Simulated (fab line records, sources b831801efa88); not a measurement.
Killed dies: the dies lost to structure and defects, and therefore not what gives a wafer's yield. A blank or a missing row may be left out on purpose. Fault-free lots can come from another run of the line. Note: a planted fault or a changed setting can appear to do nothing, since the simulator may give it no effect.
fab line records -- flow sfqLine
[record] lots = 5, wafers = 23
route steps=325 shown M1@69 I1@78 M2@96 I2@108 M3@126 I3@137 M4@152
startH: the number of hours between the record's first day and the start of the first shown wafer of the lot -- waitH: how many hours have passed since the lot's step before this one -- " the same as in the row above -- L1.1+2: several wafers, shown together as one row -- - value missing, or start not given -- * or withheld: withheld -- < > ~ a bound
route shown NAME@n: a module of which the file shows steps, and the number in the route of the first -- usual: mean and standard deviation over wafers with no fault -- same: alike in all rows -- chamber/n: place in a boat -- sites: the reading at each site -- _std_site: their standard deviation -- _edge_site: inner sites' mean taken away from outer sites' mean -- radiusMm: how far each site lies from the wafer's centre -- mask NAME#n: copy n -- behind: tool/chamber where the wafer was last shaped -- hold: what put the lot on hold/how long, in hours/how the hold closed -- device: transistor that didn't switch, given as n, p or np -- end of line: the tests these same wafers got at the end of their route -- for a step that has no rows: nothing shown but its recipe -- killed: not the wafer's yield, but the dies lost to structure and defects at the first sort -- map: a wafer's dies, marking killed ones x, the rest . and places with no die _
set.NAME: the setting that was run; set.NAME@STEP: the one run at that earlier step -- model.NAME: the simulator's own value behind a step, which no gauge read
lots run with intentionally changed settings; tables by step, rows by wafer
[[steps]]
[step SFQ_TRILAYER_M1_BARC_OPEN_METAL_ETCH_054]
[recipe] maskMaterial = PR, chemistry = O2, targetDepthNm = 125, target = BARC, icpW = 600, biasW = 80, pressureMtorr = 10, timeS = 41.7
lot.wafer,tool,chamber,startH,waitH,set.icpW,set.spinRpm@TRILAYER_M1_LITHO_COAT_039,model.KrF_of_TRILAYER_M1_LITHO_COAT_039.thkNm
L077.1,rieMetal-03,1,564.18,0.0,629.9,3186,497.9
L077.2,rieMetal-03,0,564.18,0.0,629.9,3000,516.1
L077.3,rieMetal-03,0,564.18,0.0,600,3186,499.2
L077.4,rieMetal-03,1,564.18,0.0,600,3186,502.1
L077.6,rieMetal-03,1,564.18,0.0,600,3000,518
L078.1,rieMetal-01,0,571.38,0.0,600,3000,521.2
L078.2,rieMetal-01,0,571.38,0.0,600,3086,513.2
L078.3,rieMetal-01,0,571.38,0.0,600,3000,518.6
L078.5,rieMetal-01,0,571.38,0.0,600,3000,520.7
L078.6,rieMetal-01,0,571.38,0.0,600,3086,513.7
L079.1,rieMetal-04,1,594.18,0.0,670.6,3000,517.8
L079.2,rieMetal-04,0,594.18,0.0,600,3000,522.1
L079.3,rieMetal-04,1,594.18,0.0,600,3000,523.1
L079.4,rieMetal-04,0,594.18,0.0,670.6,3000,519.2
L079.6,rieMetal-04,1,594.18,0.0,600,3000,526.1
L082.1,rieMetal-04,1,633.78,0.0,600,3104,512.5
L082.3,rieMetal-04,0,633.78,0.0,624.5,3000,519.9
L082.4,rieMetal-04,1,633.78,0.0,600,3104,512
L082.5,rieMetal-04,0,633.78,0.0,624.5,3104,511.2
L082.6,rieMetal-04,1,633.78,0.0,624.5,3000,519.1
L084.1,rieMetal-01,0,644.58,0.0,600,3000,522.3
L084.4,rieMetal-01,1,644.58,0.0,600,3000,523.7
L084.5,rieMetal-01,1,644.58,0.0,600,3000,522.4
[step SFQ_TRILAYER_M1_ETCH_METAL_ETCH_042]
[recipe] target = Nb, stopOn = SiO2, maskMaterial = PR, chemistry = Cl2/Ar, targetDepthNm = 240, icpW = 600, biasW = 80, pressureMtorr = 10, timeS = 120
lot.wafer,tool,chamber,startH,waitH,set.spinRpm@TRILAYER_M1_LITHO_COAT_039,model.KrF_of_TRILAYER_M1_LITHO_COAT_039.thkNm
L077.1,rieMetal-03,1,564.24,0.0,3186,360
L077.2,rieMetal-03,0,564.24,0.0,3000,373
L077.3,rieMetal-03,0,564.24,0.0,3186,355.8
L077.4,rieMetal-03,1,564.24,0.0,3186,362.6
L077.6,rieMetal-03,1,564.24,0.0,3000,377.7
L078.1,rieMetal-01,0,571.50,0.1,3000,380.9
L078.2,rieMetal-01,0,571.50,0.1,3086,372.3
L078.3,rieMetal-01,0,571.50,0.1,3000,377.6
L078.5,rieMetal-01,0,571.50,0.1,3000,380.4
L078.6,rieMetal-01,0,571.50,0.1,3086,373
L079.1,rieMetal-04,1,594.24,0.0,3000,378.7
L079.2,rieMetal-04,0,594.24,0.0,3000,382
L079.3,rieMetal-04,1,594.24,0.0,3000,383
L079.4,rieMetal-04,0,594.24,0.0,3000,377.6
L079.6,rieMetal-04,1,594.24,0.0,3000,387.1
L082.1,rieMetal-04,1,633.84,0.0,3104,369.2
L082.3,rieMetal-04,0,633.84,0.0,3000,377.5
L082.4,rieMetal-04,1,633.84,0.0,3104,367.8
L082.5,rieMetal-04,0,633.84,0.0,3104,368.5
L082.6,rieMetal-04,1,633.84,0.0,3000,375.1
L084.1,rieMetal-01,0,644.64,0.0,3000,379.4
L084.4,rieMetal-01,1,644.64,0.0,3000,383
L084.5,rieMetal-01,1,644.64,0.0,3000,382.1
[step SFQ_TRILAYER_I1_VIA_LITHO_COAT_049]
[recipe] resist = KrF, spinRpm = 3000, resistThkNm = 650
lot.wafer,tool,chamber,startH,waitH,set.spinRpm,model.KrF_of_TRILAYER_I1_VIA_LITHO_COAT_049.thkNm
L077.1,lithoTrack-03,0,569.84,0.2,2919,661.6
L077.2,lithoTrack-03,0,569.84,0.2,2919,661.2
L077.3,lithoTrack-03,0,569.84,0.2,2919,663
L077.4,lithoTrack-03,0,569.84,0.2,3000,652.7
L077.6,lithoTrack-03,0,569.84,0.2,3000,651.4
L078.1+5,lithoTrack-02,0,577.82,0.2,3000,648.9
L078.2,lithoTrack-02,0,577.82,0.2,3000,650.2
L078.3,lithoTrack-02,0,577.82,0.2,3000,650.1
L078.6,lithoTrack-02,0,577.82,0.2,3000,649.2
L079.1,lithoTrack-03,0,599.84,0.2,3171,632.6
L079.2,lithoTrack-03,0,599.84,0.2,3000,650.3
L079.3,lithoTrack-03,0,599.84,0.2,3171,633.5
L079.4,lithoTrack-03,0,599.84,0.2,3171,635.2
L079.6,lithoTrack-03,0,599.84,0.2,3000,652.6
L082.1,lithoTrack-04,0,640.12,0.2,3000,647.2
L082.3,lithoTrack-04,0,640.12,0.2,2782,673.8
L082.4,lithoTrack-04,0,640.12,0.2,2782,674.3
L082.5,lithoTrack-04,0,640.12,0.2,2782,675.4
L082.6,lithoTrack-04,0,640.12,0.2,3000,648
L084.1,lithoTrack-03,0,650.24,0.2,3000,652
L084.4,lithoTrack-03,0,650.24,0.2,3000,651.2
L084.5,lithoTrack-03,0,650.24,0.2,3000,652.6
[step SFQ_TRILAYER_I1_VIA_LITHO_SOFTBAKE_053]
[recipe] tempC = withheld, timeS = withheld, resist = KrF
[step SFQ_TRILAYER_I1_VIA_LITHO_EXPOSE_050]
[recipe] maskId = I1, na = 0.6, sourceShape = conventional, sigmaOuter = 0.65, targetCdNm = 500, doseMj = 21.3
[step SFQ_TRILAYER_I1_VIA_LITHO_DEVELOP_051]
[recipe] timeS = 60, resist = KrF
[step SFQ_TRILAYER_I1_VIA_BARC_OPEN_VIA_ETCH_071]
[recipe] maskMaterial = PR, chemistry = O2, targetDepthNm = 125, target = BARC, sourceW = 500, biasW = 80, pressureMtorr = 30, timeS = 41.7
lot.wafer,tool,chamber,startH,waitH,set.spinRpm@TRILAYER_I1_VIA_LITHO_COAT_049,model.KrF_of_TRILAYER_I1_VIA_LITHO_COAT_049.thkNm
L077.1,rieDiel-04,2,722.89,0.0,2919,583
L077.2,rieDiel-04,1,722.89,0.0,2919,583.2
L077.3,rieDiel-04,0,722.89,0.0,2919,586.6
L077.4,rieDiel-04,3,722.89,0.0,3000,577.2
L077.6,rieDiel-04,3,722.89,0.0,3000,575.9
L078.1,rieDiel-03,0,732.61,0.0,3000,570.6
L078.2,rieDiel-03,2,732.61,0.0,3000,573.6
L078.3,rieDiel-03,3,732.61,0.0,3000,571.4
L078.5,rieDiel-03,2,732.61,0.0,3000,571.6
L078.6,rieDiel-03,3,732.61,0.0,3000,570.9
L079.1,rieDiel-02,1,754.21,0.0,3171,555.3
L079.2,rieDiel-02,3,754.21,0.0,3000,573.3
L079.3,rieDiel-02,0,754.21,0.0,3171,557.3
L079.4,rieDiel-02,2,754.21,0.0,3171,558.8
L079.6,rieDiel-02,0,754.21,0.0,3000,577
L082.1,rieDiel-04,3,796.21,0.0,3000,570.8
L082.3,rieDiel-04,2,796.21,0.0,2782,596.9
L082.4,rieDiel-04,1,796.21,0.0,2782,597.1
L082.5,rieDiel-04,2,796.21,0.0,2782,598.3
L082.6,rieDiel-04,3,796.21,0.0,3000,571.4
L084.1+5,rieDiel-03,"1,2",808.21,0.0,3000,575.8
L084.4,rieDiel-03,0,808.21,0.0,3000,573
[step SFQ_TRILAYER_I1_VIA_ETCH_VIA_ETCH_052]
[recipe] target = SiO2, stopOn = Nb, maskMaterial = PR, taperDeg = 20, chemistry = CHF3, targetDepthNm = 260, sourceW = 500, biasW = 80, pressureMtorr = 30, timeS = withheld
lot.wafer,tool,chamber,startH,waitH,set.sourceW,set.spinRpm@TRILAYER_I1_VIA_LITHO_COAT_049,model.KrF_of_TRILAYER_I1_VIA_LITHO_COAT_049.thkNm
L077.1,rieDiel-04,2,722.92,0.0,500,2919,537
L077.2,rieDiel-04,1,722.92,0.0,500,2919,538.2
L077.3,rieDiel-04,0,722.92,0.0,500,2919,542.1
L077.4,rieDiel-04,3,722.92,0.0,500,3000,533.8
L077.6,rieDiel-04,3,722.92,0.0,500,3000,532.5
L078.1,rieDiel-03,0,732.65,0.0,500,3000,524.8
L078.2,rieDiel-03,2,732.65,0.0,500,3000,529.1
L078.3,rieDiel-03,3,732.65,0.0,479,3000,526.6
L078.5,rieDiel-03,2,732.65,0.0,479,3000,528.1
L078.6,rieDiel-03,3,732.65,0.0,479,3000,526.2
L079.1,rieDiel-02,1,754.25,0.0,500,3171,509.8
L079.2,rieDiel-02,3,754.25,0.0,500,3000,528
L079.3,rieDiel-02,0,754.25,0.0,450.3,3171,514.5
L079.4,rieDiel-02,2,754.25,0.0,500,3171,514.8
L079.6,rieDiel-02,0,754.25,0.0,450.3,3000,534.5
L082.1,rieDiel-04,3,796.25,0.0,524.4,3000,525.9
L082.3,rieDiel-04,2,796.25,0.0,524.4,2782,551.9
L082.4,rieDiel-04,1,796.25,0.0,524.4,2782,551.4
L082.5,rieDiel-04,2,796.25,0.0,500,2782,554.2
L082.6,rieDiel-04,3,796.25,0.0,500,3000,527.5
L084.1,rieDiel-03,1,808.25,0.0,500,3000,531.3
L084.4,rieDiel-03,0,808.25,0.0,500,3000,526.7
L084.5,rieDiel-03,2,808.25,0.0,500,3000,530.5
[step SFQ_TRILAYER_M2_LITHO_PEB_060]
[recipe] pebTempC = 115, pebTimeS = 60, resist = KrF
lot.wafer,tool,chamber,startH,waitH,set.pebTempC
L077.1+4,lithoTrack-01,0,878.80,1.0,116.8
L077.2+3+6,lithoTrack-01,0,878.80,1.0,115
L078.1+2+3+5+6,lithoTrack-02,0,888.40,1.0,115
L079.1+3+6,lithoTrack-02,0,910.25,1.0,118
L079.2+4,lithoTrack-02,0,910.25,1.0,115
L082.1+3+6,lithoTrack-01,0,945.05,1.0,111.9
L082.4+5,lithoTrack-01,0,945.05,1.0,115
L084.1+4+5,lithoTrack-01,0,957.05,1.0,115
[step SFQ_TRILAYER_M2_LITHO_DEVELOP_059]
[recipe] timeS = 60, resist = KrF
[step SFQ_TRILAYER_M2_BARC_OPEN_METAL_ETCH_077]
[recipe] maskMaterial = PR, chemistry = O2, targetDepthNm = 125, target = BARC, icpW = 600, biasW = 78.66, pressureMtorr = 10, timeS = 41.7
lot.wafer,tool,chamber,startH,waitH,set.pebTempC@TRILAYER_M2_LITHO_PEB_060,model.M2.cdNm
L077.1,rieMetal-01,1,879.14,0.0,116.8,470.8
L077.2,rieMetal-01,0,879.14,0.0,115,500.8
L077.3,rieMetal-01,1,879.14,0.0,115,500.2
L077.4,rieMetal-01,0,879.14,0.0,116.8,469.6
L077.6,rieMetal-01,0,879.14,0.0,115,501.4
L078.1,rieMetal-01,0,888.74,0.0,115,501.9
L078.2,rieMetal-01,1,888.74,0.0,115,499.8
L078.3,rieMetal-01,0,888.74,0.0,115,501
L078.5,rieMetal-01,0,888.74,0.0,115,500
L078.6,rieMetal-01,1,888.74,0.0,115,500.7
L079.1,rieMetal-04,1,910.59,0.0,118,449.9
L079.2,rieMetal-04,0,910.59,0.0,115,499.9
L079.3,rieMetal-04,1,910.59,0.0,118,449.6
L079.4,rieMetal-04,0,910.59,0.0,115,499.1
L079.6,rieMetal-04,0,910.59,0.0,118,450.9
L082.1+3,rieMetal-04,"1,0",945.39,0.0,111.9,564.3
L082.4,rieMetal-04,1,945.39,0.0,115,499.9
L082.5,rieMetal-04,1,945.39,0.0,115,499.1
L082.6,rieMetal-04,0,945.39,0.0,111.9,564.4
L084.1,rieMetal-01,1,957.39,0.0,115,499.8
L084.4,rieMetal-01,1,957.39,0.0,115,499.9
L084.5,rieMetal-01,1,957.39,0.0,115,499.4
[step SFQ_TRILAYER_I2_VIA_LITHO_COAT_067]
[recipe] resist = KrF, spinRpm = 3000, resistThkNm = 650
lot.wafer,tool,chamber,startH,waitH,set.resistThkNm,model.KrF_of_TRILAYER_I2_VIA_LITHO_COAT_067.thkNm
L077.1,lithoTrack-01,0,884.79,0.2,634.6,637.1
L077.2,lithoTrack-01,0,884.79,0.2,634.6,635
L077.3,lithoTrack-01,0,884.79,0.2,650,650.9
L077.4,lithoTrack-01,0,884.79,0.2,634.6,636.1
L077.6,lithoTrack-01,0,884.79,0.2,650,654
L078.1,lithoTrack-01,0,894.39,0.2,650,650.5
L078.2,lithoTrack-01,0,894.39,0.2,650,648.8
L078.3,lithoTrack-01,0,894.39,0.2,650,648.5
L078.5,lithoTrack-01,0,894.39,0.2,687.9,685.4
L078.6,lithoTrack-01,0,894.39,0.2,687.9,685.6
L079.1,lithoTrack-04,0,919.13,0.2,650,647.5
L079.2,lithoTrack-04,0,919.13,0.2,650,650
L079.3,lithoTrack-04,0,919.13,0.2,650,647.4
L079.4,lithoTrack-04,0,919.13,0.2,650,650.3
L079.6,lithoTrack-04,0,919.13,0.2,650,648.6
L082.1,lithoTrack-01,0,951.06,0.2,676,672.9
L082.3,lithoTrack-01,0,951.06,0.2,650,648.4
L082.4,lithoTrack-01,0,951.06,0.2,676,673
L082.5,lithoTrack-01,0,951.06,0.2,650,647.9
L082.6,lithoTrack-01,0,951.06,0.2,650,648
L084.1,lithoTrack-04,0,963.04,0.2,650,648.1
L084.4+5,lithoTrack-04,0,963.04,0.2,650,647.7
[step SFQ_TRILAYER_I2_VIA_LITHO_SOFTBAKE_071]
[recipe] tempC = withheld, timeS = withheld, resist = KrF
[step SFQ_TRILAYER_I2_VIA_LITHO_EXPOSE_068]
[recipe] maskId = I2, na = 0.6, sourceShape = conventional, sigmaOuter = 0.65, targetCdNm = 500, doseMj = 21.3
[step SFQ_TRILAYER_I2_VIA_LITHO_DEVELOP_069]
[recipe] timeS = 60, resist = KrF
[step SFQ_TRILAYER_I2_VIA_BARC_OPEN_VIA_ETCH_096]
[recipe] maskMaterial = PR, chemistry = O2, targetDepthNm = 125, target = BARC, sourceW = 500, biasW = 80, pressureMtorr = 30, timeS = 41.7
lot.wafer,tool,chamber,startH,waitH,set.resistThkNm@TRILAYER_I2_VIA_LITHO_COAT_067,model.KrF_of_TRILAYER_I2_VIA_LITHO_COAT_067.thkNm
L077.1,rieDiel-02,1,1037.38,0.0,634.6,560
L077.2,rieDiel-02,3,1037.38,0.0,634.6,558.3
L077.3,rieDiel-02,0,1037.38,0.0,650,574.8
L077.4,rieDiel-02,2,1037.38,0.0,634.6,559.4
L077.6,rieDiel-02,1,1037.38,0.0,650,577.3
L078.1+3,rieDiel-03,"0,3",1045.78,0.0,650,571.7
L078.2,rieDiel-03,1,1045.78,0.0,650,571.3
L078.5,rieDiel-03,3,1045.78,0.0,687.9,609
L078.6,rieDiel-03,2,1045.78,0.0,687.9,608.2
L079.1+3,rieDiel-01,"1,3",1065.91,0.0,650,570.3
L079.2,rieDiel-01,0,1065.91,0.0,650,572.9
L079.4,rieDiel-01,2,1065.91,0.0,650,573.4
L079.6,rieDiel-01,2,1065.91,0.0,650,572.2
L082.1,rieDiel-03,1,1095.48,0.0,676,595.3
L082.3,rieDiel-03,3,1095.48,0.0,650,571.2
L082.4,rieDiel-03,2,1095.48,0.0,676,595.8
L082.5,rieDiel-03,3,1095.48,0.0,650,570.7
L082.6,rieDiel-03,0,1095.48,0.0,650,570.1
L084.1,rieDiel-01,3,1106.28,0.0,650,571.2
L084.4,rieDiel-01,2,1106.28,0.0,650,571.1
L084.5,rieDiel-01,0,1106.28,0.0,650,570.5
[step SFQ_TRILAYER_I2_VIA_ETCH_VIA_ETCH_070]
[recipe] target = SiO2, stopOn = Nb, maskMaterial = PR, taperDeg = 20, chemistry = CHF3, targetDepthNm = 260, sourceW = 500, biasW = 80, pressureMtorr = 30, timeS = withheld
lot.wafer,tool,chamber,startH,waitH,set.resistThkNm@TRILAYER_I2_VIA_LITHO_COAT_067,model.KrF_of_TRILAYER_I2_VIA_LITHO_COAT_067.thkNm
L077.1,rieDiel-02,1,1037.42,0.0,634.6,515.6
L077.2,rieDiel-02,3,1037.42,0.0,634.6,514.2
L077.3,rieDiel-02,0,1037.42,0.0,650,530.7
L077.4,rieDiel-02,2,1037.42,0.0,634.6,514.9
L077.6,rieDiel-02,1,1037.42,0.0,650,532.6
L078.1,rieDiel-03,0,1045.82,0.0,650,525.4
L078.2,rieDiel-03,1,1045.82,0.0,650,525.9
L078.3,rieDiel-03,3,1045.82,0.0,650,527
L078.5,rieDiel-03,3,1045.82,0.0,687.9,564.7
L078.6,rieDiel-03,2,1045.82,0.0,687.9,563
L079.1,rieDiel-01,1,1065.95,0.0,650,524.9
L079.2,rieDiel-01,0,1065.95,0.0,650,528.8
L079.3,rieDiel-01,3,1065.95,0.0,650,525.7
L079.4,rieDiel-01,2,1065.95,0.0,650,528.7
L079.6,rieDiel-01,2,1065.95,0.0,650,527.7
L082.1,rieDiel-03,1,1095.52,0.0,676,550.3
L082.3,rieDiel-03,3,1095.52,0.0,650,526.9
L082.4,rieDiel-03,2,1095.52,0.0,676,551.9
L082.5,rieDiel-03,3,1095.52,0.0,650,526.5
L082.6,rieDiel-03,0,1095.52,0.0,650,524.8
L084.1,rieDiel-01,3,1106.32,0.0,650,526.3
L084.4,rieDiel-01,2,1106.32,0.0,650,526.9
L084.5,rieDiel-01,0,1106.32,0.0,650,526.2
[step SFQ_TRILAYER_M3_LITHO_PEB_078]
[recipe] pebTempC = 115, pebTimeS = 60, resist = KrF
lot.wafer,tool,chamber,startH,waitH,set.pebTimeS
L077.1+2+3+4+6,lithoTrack-01,0,1041.76,1.0,60
L078.1+3,lithoTrack-02,0,1049.81,1.0,65.66
L078.2+5+6,lithoTrack-02,0,1049.81,1.0,60
L079.1+2+3,lithoTrack-02,0,1069.22,1.0,57.02
L079.4+6,lithoTrack-02,0,1069.22,1.0,60
L082.1+3+5,lithoTrack-02,0,1238.37,1.0,54.02
L082.4+6,lithoTrack-02,0,1238.37,1.0,60
L084.1+4+5,lithoTrack-01,0,1251.71,1.0,60
[step SFQ_TRILAYER_M3_BARC_OPEN_METAL_ETCH_100]
[recipe] maskMaterial = PR, chemistry = O2, targetDepthNm = 125, target = BARC, icpW = 600, biasW = 80, pressureMtorr = 10, timeS = 41.7
lot.wafer,tool,chamber,startH,waitH,set.biasW,set.pebTimeS@TRILAYER_M3_LITHO_PEB_078,model.M3.cdNm
L077.1,rieMetal-04,0,1042.10,0.0,80,60,500.3
L077.2,rieMetal-04,1,1042.10,0.0,88.07,60,500.3
L077.3,rieMetal-04,0,1042.10,0.0,88.07,60,502.4
L077.4,rieMetal-04,1,1042.10,0.0,80,60,500.6
L077.6,rieMetal-04,0,1042.10,0.0,80,60,502.5
L078.1,rieMetal-01,0,1050.15,0.0,80,65.66,488.9
L078.2,rieMetal-01,1,1050.15,0.0,80,60,502.2
L078.3,rieMetal-01,0,1050.15,0.0,74.49,65.66,489.5
L078.5,rieMetal-01,0,1050.15,0.0,74.49,60,500.8
L078.6,rieMetal-01,1,1050.15,0.0,80,60,502.8
L079.1,rieMetal-03,0,1069.55,0.0,80,57.02,506.5
L079.2,rieMetal-03,1,1069.55,0.0,86.23,57.02,508.2
L079.3,rieMetal-03,0,1069.55,0.0,86.23,57.02,506.2
L079.4,rieMetal-03,1,1069.55,0.0,80,60,501
L079.6,rieMetal-03,0,1069.55,0.0,80,60,499
L082.1,rieMetal-01,1,1238.71,0.0,80,54.02,516.7
L082.3,rieMetal-01,1,1238.71,0.0,71.18,54.02,517
L082.4,rieMetal-01,0,1238.71,0.0,80,60,501
L082.5,rieMetal-01,0,1238.71,0.0,71.18,54.02,515
L082.6,rieMetal-01,1,1238.71,0.0,80,60,501.6
L084.1,rieMetal-01,1,1252.04,0.0,80,60,502.2
L084.4,rieMetal-01,1,1252.04,0.0,80,60,503.2
L084.5,rieMetal-01,1,1252.04,0.0,80,60,502.9
[step SFQ_TRILAYER_M3_ETCH_METAL_ETCH_078]
[recipe] target = Nb, stopOn = SiO2, maskMaterial = PR, chemistry = Cl2/Ar, targetDepthNm = 240, icpW = 600, biasW = 80, pressureMtorr = 10, timeS = 120
lot.wafer,tool,chamber,startH,waitH,set.pebTimeS@TRILAYER_M3_LITHO_PEB_078,model.M3.cdNm
L077.1,rieMetal-04,0,1042.16,0.0,60,498.5
L077.2,rieMetal-04,1,1042.16,0.0,60,499.2
L077.3,rieMetal-04,0,1042.16,0.0,60,500.4
L077.4,rieMetal-04,1,1042.16,0.0,60,500.7
L077.6,rieMetal-04,0,1042.16,0.0,60,501
L078.1,rieMetal-01,0,1050.21,0.0,65.66,487.6
L078.2,rieMetal-01,1,1050.21,0.0,60,502.6
L078.3,rieMetal-01,0,1050.21,0.0,65.66,489.1
L078.5,rieMetal-01,0,1050.21,0.0,60,500
L078.6,rieMetal-01,1,1050.21,0.0,60,503
L079.1+2,rieMetal-03,"0,1",1069.61,0.0,57.02,508.6
L079.3,rieMetal-03,0,1069.61,0.0,57.02,508.3
L079.4,rieMetal-03,1,1069.61,0.0,60,501.8
L079.6,rieMetal-03,0,1069.61,0.0,60,500.6
L082.1,rieMetal-01,1,1238.77,0.0,54.02,518.7
L082.3,rieMetal-01,1,1238.77,0.0,54.02,519.1
L082.4,rieMetal-01,0,1238.77,0.0,60,500.2
L082.5,rieMetal-01,0,1238.77,0.0,54.02,514.4
L082.6,rieMetal-01,1,1238.77,0.0,60,503.6
L084.1,rieMetal-01,1,1252.10,0.0,60,505.3
L084.4,rieMetal-01,1,1252.10,0.0,60,506.2
L084.5,rieMetal-01,1,1252.10,0.0,60,505.1
[step SFQ_TRILAYER_I3_VIA_LITHO_COAT_090]
[recipe] resist = BARC, spinRpm = 3000, resistThkNm = 62
lot.wafer,tool,chamber,startH,waitH,set.spinRpm,model.BARC_of_TRILAYER_I3_VIA_LITHO_COAT_090.thkNm
L077.1,lithoTrack-02,0,1048.14,1.0,3000,61.84
L077.2,lithoTrack-02,0,1048.14,1.0,3000,61.72
L077.3,lithoTrack-02,0,1048.14,1.0,3000,61.93
L077.4,lithoTrack-02,0,1048.14,1.0,3177,60.23
L077.6,lithoTrack-02,0,1048.14,1.0,3177,60.09
L078.1,lithoTrack-02,0,1055.51,1.0,3000,61.92
L078.2,lithoTrack-02,0,1055.51,1.0,2922,62.58
L078.3,lithoTrack-02,0,1055.51,1.0,3000,61.99
L078.5,lithoTrack-02,0,1055.51,1.0,3000,61.83
L078.6,lithoTrack-02,0,1055.51,1.0,2922,62.71
L079.1,lithoTrack-04,0,1080.78,1.0,3000,61.68
L079.2,lithoTrack-04,0,1080.78,1.0,3000,61.77
L079.3,lithoTrack-04,0,1080.78,1.0,2922,62.42
L079.4,lithoTrack-04,0,1080.78,1.0,2922,62.47
L079.6,lithoTrack-04,0,1080.78,1.0,2922,62.56
L082.1+5,lithoTrack-04,0,1244.06,1.0,3000,62.02
L082.3,lithoTrack-04,0,1244.06,1.0,3000,61.97
L082.4,lithoTrack-04,0,1244.06,1.0,3000,61.84
L082.6,lithoTrack-04,0,1244.06,1.0,3000,62.05
L084.1,lithoTrack-03,0,1257.40,1.0,3000,62.12
L084.4,lithoTrack-03,0,1257.40,1.0,3000,62.16
L084.5,lithoTrack-03,0,1257.40,1.0,3000,62.18
[step SFQ_TRILAYER_M4_LITHO_COAT_098]
[recipe] resist = BARC, spinRpm = 3000, resistThkNm = 62
lot.wafer,tool,chamber,startH,waitH,set.resistThkNm,model.BARC_of_TRILAYER_M4_LITHO_COAT_098.thkNm
L077.1,lithoTrack-04,0,1189.84,0.1,62,62.1
L077.2+6,lithoTrack-04,0,1189.84,0.1,62,62.21
L077.3,lithoTrack-04,0,1189.84,0.1,62,62.15
L077.4,lithoTrack-04,0,1189.84,0.1,62,62.19
L078.1,lithoTrack-01,0,1198.23,0.1,58.57,58.7
L078.2,lithoTrack-01,0,1198.23,0.1,58.57,58.47
L078.3,lithoTrack-01,0,1198.23,0.1,58.57,58.48
L078.5,lithoTrack-01,0,1198.23,0.1,62,61.98
L078.6,lithoTrack-01,0,1198.23,0.1,62,62.06
L079.1,lithoTrack-01,0,1219.83,0.1,62,62.15
L079.2,lithoTrack-01,0,1219.83,0.1,59.47,59.54
L079.3,lithoTrack-01,0,1219.83,0.1,59.47,59.41
L079.4,lithoTrack-01,0,1219.83,0.1,59.47,59.4
L079.6,lithoTrack-01,0,1219.83,0.1,62,62.07
L082.1+3,lithoTrack-02,0,1376.32,0.1,65.03,65.44
L082.4,lithoTrack-02,0,1376.32,0.1,62,62.38
L082.5,lithoTrack-02,0,1376.32,0.1,62,62.28
L082.6,lithoTrack-02,0,1376.32,0.1,62,62.54
L084.1,lithoTrack-01,0,1392.03,0.1,62,62.02
L084.4,lithoTrack-01,0,1392.03,0.1,62,62.1
L084.5,lithoTrack-01,0,1392.03,0.1,62,61.93
[step SFQ_TRILAYER_M4_LITHO_EXPOSE_094]
[recipe] maskId = M4, na = 0.6, sourceShape = conventional, sigmaOuter = 0.65, targetCdNm = 500, doseMj = 14.4
lot.wafer,tool,chamber,startH,waitH,mask,set.doseMj
L077.1+3+6,krfScanner-01,0,1329.29,-,M4#0,14.4
L077.2+4,krfScanner-01,0,1329.29,-,M4#0,15.26
L078.1+2+3+5+6,krfScanner-01,0,1336.49,-,M4#0,14.4
L079.1+2+6,krfScanner-01,0,1356.69,-,M4#0,14.4
L079.3+4,krfScanner-01,0,1356.69,-,M4#0,15.22
L082.1+5,krfScanner-02,0,1377.29,-,M4#0,14.4
L082.3+4+6,krfScanner-02,0,1377.29,-,M4#0,14.89
L084.1+4+5,krfScanner-02,0,1406.82,-,M4#0,14.4
[[key]]
[split] step = SFQ_TRILAYER_M1_BARC_OPEN_METAL_ETCH_054, setting = icpW, stated = 600, by = wafer
response none clear
[split] step = SFQ_TRILAYER_I1_VIA_LITHO_COAT_049, setting = spinRpm, stated = 3000, by = wafer
[response] step = SFQ_TRILAYER_I1_VIA_LITHO_COAT_049, reading = model.KrF_of_TRILAYER_I1_VIA_LITHO_COAT_049.thkNm, change = -3.49, per = 1%, r = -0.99
[response] step = SFQ_TRILAYER_I1_VIA_BARC_OPEN_VIA_ETCH_071, reading = model.KrF_of_TRILAYER_I1_VIA_LITHO_COAT_049.thkNm, change = -3.4, per = 1%, r = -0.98
[response] step = SFQ_TRILAYER_I1_VIA_ETCH_VIA_ETCH_052, reading = model.KrF_of_TRILAYER_I1_VIA_LITHO_COAT_049.thkNm, change = -3.32, per = 1%, r = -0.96
[split] step = SFQ_TRILAYER_I1_VIA_ETCH_VIA_ETCH_052, setting = sourceW, stated = 500, by = wafer
response none clear
[split] step = SFQ_TRILAYER_M2_LITHO_PEB_060, setting = pebTempC, stated = 115, by = wafer
[response] step = SFQ_TRILAYER_M2_BARC_OPEN_METAL_ETCH_077, reading = model.M2.cdNm, change = -21.3, per = 1%, r = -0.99
[split] step = SFQ_TRILAYER_I2_VIA_LITHO_COAT_067, setting = resistThkNm, stated = 650, by = wafer
[response] step = SFQ_TRILAYER_I2_VIA_LITHO_COAT_067, reading = model.KrF_of_TRILAYER_I2_VIA_LITHO_COAT_067.thkNm, change = +6.29, per = 1%, r = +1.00
[response] step = SFQ_TRILAYER_I2_VIA_BARC_OPEN_VIA_ETCH_096, reading = model.KrF_of_TRILAYER_I2_VIA_LITHO_COAT_067.thkNm, change = +6.39, per = 1%, r = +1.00
[response] step = SFQ_TRILAYER_I2_VIA_ETCH_VIA_ETCH_070, reading = model.KrF_of_TRILAYER_I2_VIA_LITHO_COAT_067.thkNm, change = +6.48, per = 1%, r = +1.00
[split] step = SFQ_TRILAYER_M3_LITHO_PEB_078, setting = pebTimeS, stated = 60, by = wafer
[response] step = SFQ_TRILAYER_M3_BARC_OPEN_METAL_ETCH_100, reading = model.M3.cdNm, change = -1.42, per = 1%, r = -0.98
[response] step = SFQ_TRILAYER_M3_ETCH_METAL_ETCH_078, reading = model.M3.cdNm, change = -1.5, per = 1%, r = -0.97
[split] step = SFQ_TRILAYER_M3_BARC_OPEN_METAL_ETCH_100, setting = biasW, stated = 80, by = wafer
response none clear
[split] step = SFQ_TRILAYER_I3_VIA_LITHO_COAT_090, setting = spinRpm, stated = 3000, by = wafer
[response] step = SFQ_TRILAYER_I3_VIA_LITHO_COAT_090, reading = model.BARC_of_TRILAYER_I3_VIA_LITHO_COAT_090.thkNm, change = -0.284, per = 1%, r = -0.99
[split] step = SFQ_TRILAYER_M4_LITHO_COAT_098, setting = resistThkNm, stated = 62, by = wafer
[response] step = SFQ_TRILAYER_M4_LITHO_COAT_098, reading = model.BARC_of_TRILAYER_M4_LITHO_COAT_098.thkNm, change = +0.631, per = 1%, r = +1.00
[split] step = SFQ_TRILAYER_M4_LITHO_EXPOSE_094, setting = doseMj, stated = 14.4, by = wafer
response none in this file
split outsideThisFile step=SFQ_TRILAYER_M1_LITHO_COAT_039 setting=spinRpm
// split outsideThisFile: this setting was split too, and the file shows its column; the key of that split is in another file
